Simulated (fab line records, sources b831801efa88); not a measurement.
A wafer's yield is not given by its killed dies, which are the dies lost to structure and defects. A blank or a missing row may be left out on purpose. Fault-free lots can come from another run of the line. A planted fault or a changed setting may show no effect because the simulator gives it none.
fab line records	flow sky130
record lots=7	wafers=21	last-day=50
route steps=708 shown LDD_HVP@285 LDD_LDN@289 PAD_OPEN@708
lots that met no fault: taken from a fault-free run of the same line
start-h: start of the lot's first displayed wafer, in hours after the record's first day	wait-h: time in hours since the lot's previous step	" as in the row above	L1.1+2: a row that stands for several wafers	- no value, or no start given	* or withheld: withheld	< > ~ a bound
route shown NAME@n: a module of which the file shows steps, and the number in the route of the first	usual: average and standard deviation across the fault-free wafers	same: alike in all rows	chamber/n: place in a boat	sites: per-site readings	_std_site: the standard deviation of these	_edge_site: mean of outer sites minus mean of inner sites	radius-mm: how far each site lies from the wafer's centre	mask NAME#n: copy n	behind: the most recent tool/chamber to have shaped the wafer	hold: the reason the lot was held/the length of the hold in hours/how it ended	device: the n, p or np transistor that did not switch	end of line: the same wafers' tests at the end of the route	a step with no rows: only its recipe	killed: at the first sort, the dies lost to defects and structure; wafer yield is something else	map: dies across one wafer; x = killed, . = not, _ = none there
set.NAME: the setting that was run; set.NAME@STEP: the one run at that earlier step	model.NAME: the simulator's own value behind a step, which no gauge read
lots at some steps of the route; a table a step, a row a wafer
services: a tool's chamber out of use, with start hour (start-h, from the record's first day; less than 0 if before it), hours out, and reason
## steps
# step SKY_LDD_HVP_OVL_MEAS_07
# usual LDD_HVP_OVL=-0.3/1.3
lot.wafer	tool	chamber	start-h	wait-h	LDD_HVP_OVL[nm]
L197.2	overlay-01	-	554.67	0.1	0.5
L197.4	"	-	"	"	1.7
L197.6	"	-	"	"	-0.7
L198.1	overlay-02	-	554.97	0.1	-1.4
L198.3	"	-	"	"	-2.5
L198.4	"	-	"	"	-1.5
L202.2	overlay-02	-	592.05	0.1	1.3
L202.3	"	-	"	"	0.2
L202.6	"	-	"	"	0.6
L203.1	overlay-01	-	600.96	0.1	-1.4
L203.2	"	-	"	"	-0.4
L203.4	"	-	"	"	-1.0
L204.1	overlay-01	-	608.56	0.1	0.3
L204.3	"	-	"	"	0.1
L204.6	"	-	"	"	-1.0
L211.1	overlay-01	-	681.15	0.1	1.4
L211.3	"	-	"	"	-0.9
L211.4	"	-	"	"	1.4
L212.2	overlay-02	-	682.45	0.1	-0.3
L212.4	"	-	"	"	-1.4
L212.6	"	-	"	"	-1.6
# step SKY_LDD_HVP_IMPLANT_08
# recipe species=B	energy-kev=20	dose-cm2=1.7e+13	tilt-deg=17.9
# step SKY_LDD_HVP_STRIP_09
# recipe chemistry=O2/N2	power-w=1400	pressure-mtorr=1500	platen-temp-c=withheld	o2-flow-sccm=3000	n2-flow-sccm=300	overash-fraction=0.5
# usual drypump-motor-current-A=5.7/0.49	oes-product-au=0.410/0.0047	strip-time-to-endpoint-s=4.143/0.015
lot.wafer	tool	chamber	start-h	wait-h	drypump-motor-current-A	oes-product-au	rf-hours-counter-h	strip-time-to-endpoint-s
L197.2	plasma-asher-01	1	554.85	0.1	5.7	0.411	86	4.168
L197.4	"	0	"	"	6.7	0.403	-	4.135
L197.6	"	1	"	"	5.7	0.408	-	4.157
L198.1	plasma-asher-03	0	555.15	0.1	6.0	0.414	12	4.160
L198.3	"	1	"	"	5.3	0.403	-	4.156
L198.4	"	0	"	"	6.0	0.410	-	4.156
L202.2	plasma-asher-04	0	592.23	0.1	5.3	0.408	78	4.136
L202.3	"	0	"	"	5.3	0.412	-	4.142
L202.6	"	1	"	"	5.3	0.414	-	4.147
L203.1	plasma-asher-03	0	601.15	0.1	6.0	0.409	17	4.175
L203.2	"	1	"	"	5.3	0.405	17	4.165
L203.4	"	1	"	"	5.3	0.412	-	4.166
L204.1	plasma-asher-03	1	608.75	0.1	5.3	0.413	18	4.152
L204.3	"	0	"	"	6.0	0.411	-	4.144
L204.6	"	0	"	"	6.1	0.404	-	4.130
L211.1	plasma-asher-01	1	682.23	0.1	5.7	0.411	99	4.123
L211.3	"	0	"	"	6.7	0.406	-	4.139
L211.4	"	1	"	"	5.7	0.408	-	4.172
L212.2	plasma-asher-04	1	682.63	0.1	5.3	0.406	88	4.141
L212.4	"	1	"	"	5.3	0.403	-	4.141
L212.6	"	0	"	"	5.4	0.399	-	4.133
# step SKY_LDD_HVP_TW_MEAS_10
# usual LDD_HVP_TW=456/3.1
lot.wafer	tool	chamber	start-h	wait-h	LDD_HVP_TW
L197.2	film-metro-02	-	554.96	0.1	452
L197.4	"	-	"	"	455
L197.6	"	-	"	"	455
L198.1	film-metro-04	-	555.25	0.1	463
L198.3	"	-	"	"	461
L198.4	"	-	"	"	463
L202.2	film-metro-02	-	592.34	0.1	457
L202.3	"	-	"	"	457
L202.6	"	-	"	"	458
L203.1	film-metro-02	-	601.25	0.1	455
L203.2	"	-	"	"	456
L203.4	"	-	"	"	455
L204.1	film-metro-01	-	608.85	0.1	452
L204.3	"	-	"	"	454
L204.6	"	-	"	"	453
L211.1	film-metro-04	-	682.33	0.1	455
L211.3	"	-	"	"	454
L211.4	"	-	"	"	454
L212.2	film-metro-04	-	682.74	0.1	453
L212.4	"	-	"	"	454
L212.6	"	-	"	"	455
# step SKY_LDD_LDN_DEHYDRATE_00
# recipe temp-c=200	time-s=60
# step SKY_LDD_LDN_HMDS_01
# recipe prime-time-s=60	prime-temp-c=120
# step SKY_LDD_LDN_COAT_02
# recipe resist=NOVOLAK	spin-rpm=3000	resist-thk-nm=1140
# step SKY_LDD_LDN_SOFTBAKE_03
# recipe temp-c=90	time-s=60	resist=NOVOLAK
# step SKY_LDD_LDN_EXPOSE_04
# recipe mask-id=LDNTM	na=0.6	source-shape=conventional	sigma-outer=0.6	polarization=unpolarized	target-cd-nm=700	dose-mj=140
# step SKY_LDD_LDN_PEB_05
# recipe temp-c=withheld	time-s=*	resist=NOVOLAK
# step SKY_LDD_LDN_DEVELOP_06
# recipe resist=NOVOLAK	developer=TMAH	develop-time-s=60	dev-temp-c=23
# step SKY_LDD_LDN_OVL_MEAS_07
# usual LDD_LDN_OVL=-0.1/1.7
lot.wafer	tool	chamber	start-h	wait-h	LDD_LDN_OVL[nm]
L197.2	overlay-01	-	583.72	0.1	0.8
L197.4	"	-	"	"	1.4
L197.6	"	-	"	"	0.9
L198.1	overlay-02	-	584.02	0.1	-2.7
L198.3	"	-	"	"	-2.3
L198.4	"	-	"	"	-1.7
L202.2	overlay-01	-	622.02	0.1	0.7
L202.3	"	-	"	"	0.8
L202.6	"	-	"	"	1.4
L203.1	overlay-01	-	630.62	0.1	-0.5
L203.2	"	-	"	"	-0.3
L203.4	"	-	"	"	-1.4
L204.1	overlay-01	-	638.02	0.1	-0.1
L204.3	"	-	"	"	-0.4
L204.6	"	-	"	"	-0.5
L211.1	overlay-01	-	710.59	0.1	3.5
L211.3	"	-	"	"	0.6
L211.4	"	-	"	"	2.4
L212.2	overlay-02	-	711.12	0.1	-1.8
L212.4	"	-	"	"	0.6
L212.6	"	-	"	"	-2.3
# step SKY_LDD_LDN_IMPLANT_08
# recipe species=As	energy-kev=15	dose-cm2=1.25e+13	tilt-deg=withheld	rotation-deg=23
# usual beam-energy-keV=15.000/0.0043
lot.wafer	tool	chamber	start-h	wait-h	beam-energy-keV	model.implant.rp-nm	model.implant.drp-nm
L197.2	implanter-03	0	583.78	0.0	15.001	12.96	5.933
L197.4	"	0	"	"	14.999	12.96	5.933
L197.6	"	0	"	"	14.994	12.96	5.933
L198.1	implanter-01	0	584.05	0.0	14.996	12.75	5.933
L198.3	"	0	"	"	15.001	12.75	5.933
L198.4	"	0	"	"	15.003	12.75	5.933
L202.2	implanter-01	0	622.08	0.0	19.952	15.12	7.2
L202.3	"	0	"	"	19.959	15.12	7.2
L202.6	"	0	"	"	19.951	15.12	7.2
L203.1	implanter-01	0	630.65	0.0	19.949	15.24	7.2
L203.2	"	0	"	"	19.950	15.24	7.2
L203.4	"	0	"	"	19.952	15.24	7.2
L204.1	implanter-01	0	638.05	0.0	19.958	15.88	7.2
L204.3	"	0	"	"	19.952	15.88	7.2
L204.6	"	0	"	"	19.953	15.88	7.2
L211.1	implanter-03	0	710.63	0.0	15.003	12.56	5.933
L211.3	"	0	"	"	15.006	12.56	5.933
L211.4	"	0	"	"	15.002	12.56	5.933
L212.2	implanter-03	0	711.40	0.3	14.997	12.49	5.933
L212.4	"	0	"	"	14.996	12.49	5.933
L212.6	"	0	"	"	14.998	12.49	5.933
# step SKY_LDD_LDN_IMPLANT_09
# recipe species=As	energy-kev=15	dose-cm2=1.25e+13	tilt-deg=withheld	rotation-deg=113
# step SKY_PAD_OPEN_PROBE_99
# usual killed_at_M0_to_M3=44/7.2	killed_at_M4_up=3.1/1.7	killed-at-contacts=24/5.2	killed-at-front-end=15/4.1	killed-at-other=0.3/0.61	killed-dies=87/10	killed-open=48/7.5	killed-short=39/6.6
# same gross-dies=492	killed-at-back-side=0
lot.wafer	tool	chamber	start-h	wait-h	killed_at_M0_to_M3	killed_at_M4_up	killed-at-contacts	killed-at-front-end	killed-at-other	killed-dies	killed-open	killed-short	model.etest.tip-sonos.rs-ohm-sq
L197.2	prober-02	-	1114.79	0.1	39	3	34	17	0	93	55	38	2718
L197.4	prober-02	-	1114.89	0.2	53	1	22	14	0	90	53	37	2709
L197.6	prober-02	-	1114.99	0.2	43	5	14	12	0	74	39	35	2744
L198.1	prober-01	-	1115.89	0.1	37	5	24	20	0	86	47	39	2655
L198.3	prober-01	-	1115.99	0.2	34	2	19	17	0	72	48	24	2585
L198.4	prober-01	-	1116.04	0.2	49	5	17	14	0	85	52	33	2605
L202.2	prober-01	-	1144.11	0.1	63	4	29	17	0	113	63	50	2548
L202.3	prober-01	-	1144.16	0.2	41	0	20	12	0	73	41	32	2536
L202.6	prober-01	-	1144.31	0.2	46	1	27	20	0	94	48	45	2534
L203.1	prober-02	-	1145.78	0.1	45	4	20	8	1	78	47	31	2512
L203.2	prober-02	-	1145.83	0.1	44	2	30	26	0	102	58	44	2494
L203.4	prober-02	-	1145.93	0.2	39	2	27	19	0	87	38	49	2522
L204.1	prober-01	-	1149.39	0.1	47	3	26	21	1	98	56	42	2417
L204.3	prober-01	-	1149.49	0.2	46	4	23	21	0	94	48	45	2456
L204.6	prober-01	-	1149.64	0.2	41	7	22	7	0	77	44	31	2418
L211.1	prober-01	-	1196.09	0.1	66	6	33	12	0	117	70	47	2605
L211.3	prober-01	-	1196.19	0.2	45	4	21	19	2	91	50	40	2614
L211.4	prober-01	-	1196.24	0.2	57	4	28	6	0	95	44	51	2622
L212.2	prober-01	-	1197.64	0.1	43	2	27	18	1	91	40	50	2633
L212.4	prober-01	-	1197.74	0.2	42	4	24	18	0	88	47	41	2699
L212.6	prober-01	-	1197.84	0.2	44	1	17	21	1	84	49	35	2623
# killed by level:class
L197.2 CONTACT:geometric-particle:open=12 LI_CONTACT:geometric-particle:open=11 FIELD_ISO:geometric-particle:short=7 VIA1:geometric-particle:open=6 VIA3:geometric-particle:open=6 LOCAL_INTERCONNECT:geometric-particle:short=5 VIA2:geometric-particle:open=5 FIELD_ISO:geometric-particle:open=4
L197.4 VIA3:geometric-particle:open=12 CONTACT:geometric-particle:open=10 VIA1:geometric-particle:open=7 METAL1:geometric-particle:short=6 VIA2:geometric-particle:open=6 POLY_GATE:geometric-particle:short=5 LI_CONTACT:geometric-particle:open=5 LOCAL_INTERCONNECT:geometric-particle:short=4
L197.6 LI_CONTACT:geometric-particle:open=7 VIA3:geometric-particle:open=7 VIA1:geometric-particle:open=6 VIA2:geometric-particle:open=6 METAL1:geometric-particle:open=5 METAL4:geometric-particle:short=5 METAL1:geometric-particle:short=4 VIA1:geometric-particle:short=4
L198.1 CONTACT:geometric-particle:open=9 LI_CONTACT:geometric-particle:open=8 VIA1:geometric-particle:short=7 VIA1:geometric-particle:open=7 VIA2:geometric-particle:open=6 FIELD_ISO:geometric-particle:open=5 FIELD_ISO:geometric-particle:short=5 METAL2:geometric-particle:short=4
L198.3 VIA1:geometric-particle:open=12 LI_CONTACT:geometric-particle:open=7 FIELD_ISO:geometric-particle:short=6 CONTACT:geometric-particle:open=6 VIA3:geometric-particle:open=6 VIA2:geometric-particle:open=5 FIELD_ISO:geometric-particle:open=4 METAL2:geometric-particle:short=4
L198.4 VIA1:geometric-particle:open=11 CONTACT:geometric-particle:open=10 VIA3:geometric-particle:open=8 VIA2:geometric-particle:open=6 METAL1:geometric-particle:short=5 FIELD_ISO:geometric-particle:open=4 VIA1:geometric-particle:short=4 METAL2:geometric-particle:short=4
L202.2 VIA1:geometric-particle:open=17 LI_CONTACT:geometric-particle:open=11 CONTACT:geometric-particle:open=9 METAL2:geometric-particle:short=9 METAL1:geometric-particle:short=8 VIA3:geometric-particle:open=7 VIA2:geometric-particle:open=6 VIA3:geometric-particle:short=4
L202.3 CONTACT:geometric-particle:open=9 METAL1:geometric-particle:short=9 VIA1:geometric-particle:open=8 VIA2:geometric-particle:open=7 CONTACT:geometric-particle:short=5 VIA1:geometric-particle:short=5 METAL2:geometric-particle:short=5 LI_CONTACT:geometric-particle:open=4
L202.6 VIA1:geometric-particle:open=15 CONTACT:geometric-particle:open=7 METAL1:geometric-particle:short=7 LI_CONTACT:geometric-particle:short=6 LI_CONTACT:geometric-particle:open=6 POLY_GATE:geometric-particle:short=5 METAL3:geometric-particle:short=5 VIA3:geometric-particle:open=5
L203.1 VIA1:geometric-particle:open=15 CONTACT:geometric-particle:open=11 VIA3:geometric-particle:open=6 VIA2:geometric-particle:open=5 VIA3:geometric-particle:short=5 VIA1:geometric-particle:short=4 POLY_GATE:geometric-particle:short=3 LI_CONTACT:geometric-particle:open=3
L203.2 VIA1:geometric-particle:open=11 CONTACT:geometric-particle:open=8 FIELD_ISO:geometric-particle:open=7 LI_CONTACT:geometric-particle:open=7 VIA2:geometric-particle:open=7 VIA3:geometric-particle:open=7 POLY_GATE:geometric-particle:open=6 POLY_GATE:geometric-particle:short=6
L203.4 CONTACT:geometric-particle:open=9 CONTACT:geometric-particle:short=7 METAL1:geometric-particle:short=7 METAL2:geometric-particle:short=7 VIA1:geometric-particle:open=6 POLY_GATE:geometric-particle:open=5 LI_CONTACT:geometric-particle:open=5 FIELD_ISO:geometric-particle:open=4
L204.1 VIA1:geometric-particle:open=19 CONTACT:geometric-particle:open=8 POLY_GATE:geometric-particle:open=7 LI_CONTACT:geometric-particle:open=7 FIELD_ISO:geometric-particle:open=6 METAL1:geometric-particle:short=6 METAL2:geometric-particle:short=5 LOCAL_INTERCONNECT:geometric-particle:short=5
L204.3 LI_CONTACT:geometric-particle:open=10 VIA1:geometric-particle:open=8 METAL1:geometric-particle:short=7 CONTACT:geometric-particle:open=6 FIELD_ISO:geometric-particle:open=5 POLY_GATE:geometric-particle:open=5 POLY_GATE:geometric-particle:short=5 VIA1:geometric-particle:short=5
L204.6 VIA1:geometric-particle:open=14 LI_CONTACT:geometric-particle:open=10 VIA3:geometric-particle:open=6 CONTACT:geometric-particle:open=5 METAL4:geometric-particle:short=5 LOCAL_INTERCONNECT:geometric-particle:short=4 METAL3:geometric-particle:short=4 VIA1:geometric-particle:short=4
L211.1 VIA1:geometric-particle:open=22 VIA3:geometric-particle:open=10 CONTACT:geometric-particle:open=10 LI_CONTACT:geometric-particle:open=9 LOCAL_INTERCONNECT:geometric-particle:short=6 VIA2:geometric-particle:open=6 METAL2:geometric-particle:short=6 CONTACT:geometric-particle:short=5
L211.3 METAL1:geometric-particle:short=12 VIA1:geometric-particle:open=9 LI_CONTACT:geometric-particle:open=7 FIELD_ISO:geometric-particle:open=6 VIA2:geometric-particle:open=6 CONTACT:geometric-particle:open=5 VIA3:geometric-particle:open=5 FIELD_ISO:geometric-particle:short=3
L211.4 VIA1:geometric-particle:short=8 VIA3:geometric-particle:open=8 LI_CONTACT:geometric-particle:open=7 CONTACT:geometric-particle:open=7 VIA1:geometric-particle:open=7 METAL1:geometric-particle:short=7 VIA2:geometric-particle:open=7 CONTACT:geometric-particle:short=6
L212.2 METAL1:geometric-particle:short=10 CONTACT:geometric-particle:open=8 LI_CONTACT:geometric-particle:open=7 LOCAL_INTERCONNECT:geometric-particle:short=6 VIA1:geometric-particle:open=6 VIA1:geometric-particle:short=6 METAL2:geometric-particle:short=6 VIA3:geometric-particle:open=5
L212.4 VIA2:geometric-particle:open=9 VIA1:geometric-particle:open=8 LI_CONTACT:geometric-particle:open=6 VIA3:geometric-particle:open=6 LOCAL_INTERCONNECT:geometric-particle:short=5 CONTACT:geometric-particle:open=5 VIA1:geometric-particle:short=5 METAL2:geometric-particle:short=5
L212.6 VIA1:geometric-particle:open=8 POLY_GATE:geometric-particle:short=7 LI_CONTACT:geometric-particle:open=7 METAL2:geometric-particle:short=6 VIA3:geometric-particle:open=6 CONTACT:geometric-particle:open=5 VIA2:geometric-particle:short=5 FIELD_ISO:geometric-particle:open=4
## services
tool	chamber	start-h	hours	kind
plasma-asher-04	-	535.12	7.9	repair
implanter-03	-	550.34	2.9	pm
implanter-03	-	607.67	5.4	repair
plasma-asher-01	-	632.17	2.4	repair
implanter-01	-	640.49	2.9	repair
implanter-01	-	648.72	110.4	pm
plasma-asher-03	-	663.50	14.6	pm
## key
first-sign step=SKY_LDD_LDN_IMPLANT_08	reading=beam-energy-keV	direction=up	sigmas=99+	usual=*	struck=*
effect none on later readings
model-effect step=SKY_LDD_LDN_IMPLANT_08	value=implant.rp-nm	without=12.57	struck=15.41
model-effect step=SKY_PAD_OPEN_PROBE_99	value=etest.tip-sonos.rs-ohm-sq	without=2712	struck=2493
met-at SKY_LDD_LDN_IMPLANT_08
struck-wafers L202.2,L202.3,L202.6,L203.1,L203.2,L203.4,L204.1,L204.3,L204.6
tester-left-out L202,L203,L204
onset-between 584.05 622.08
fault kind=process-parameter-drift	tool=implanter-01	chamber=-	onset-h=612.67	steps=SKY_LDD_LDN_IMPLANT_08	channel=energy-kev	offset=*	shape=step	end-h=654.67	acts-in=*	stated=*
# tester-left-out: of these lots the tester's yield and bins aren't shown, on N5 and GAA mostly nor the transistor test; their killed dies are dies lost to structure and defects alone, not to doping, threshold or leakage, so they don't give the yield
